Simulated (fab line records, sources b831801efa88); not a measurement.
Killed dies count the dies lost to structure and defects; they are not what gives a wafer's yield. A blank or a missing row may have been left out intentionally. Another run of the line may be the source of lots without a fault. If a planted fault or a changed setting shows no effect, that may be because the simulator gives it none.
Chamber matching	flow sfq_line	3 sister chambers for SFQ_TRILAYER_I0_DEP_PECVD_027 on pecvd-04
The step deposits SiO2 from SiH4/N2O, time 111.11 s, target thk 500 nm. 3 wafers are shown with their chamber, then 8 later ones without.

EACH WAFER AND ITS CHAMBER
wafer	chamber	heater_power_w (W)
L107.4	2	107
L111.4	0	84
L112.1	1	71

WAFERS WITHOUT THEIR CHAMBER
wafer	heater_power_w (W)
L112.2	73
L112.6	74
L114.1	106
L114.4	79
L114.6	74
L122.1	85
L122.5	72
L122.6	105

WHICH CHAMBER EACH ONE RAN IN
wafer	from the rows above	in truth
L112.2	1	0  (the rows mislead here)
L112.6	1	1
L114.1	2	2
L114.4	can't be placed: 0 or 1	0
L114.6	1	1
L122.1	0	0
L122.5	1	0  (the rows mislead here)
L122.6	2	2
Placed correctly: 5 of 8. Unplaceable from these rows: 1, with the true chamber sitting among the candidates in 1. Number placed wrongly: 2.
How it was worked out, from the rows above alone: a wafer's distance from a chamber is the root of the sum, over the readings, of the square of ((its reading less the chamber's mean) divided by the reading's scatter). The wafer belongs to the nearest chamber; if the next one is less than 2 further off, it can't be placed. A chamber's mean is the mean of its shown wafers. The scatter (one wafer shown for each chamber): square how far every hidden wafer sits from the nearest shown wafer, average those squares and take the square root.
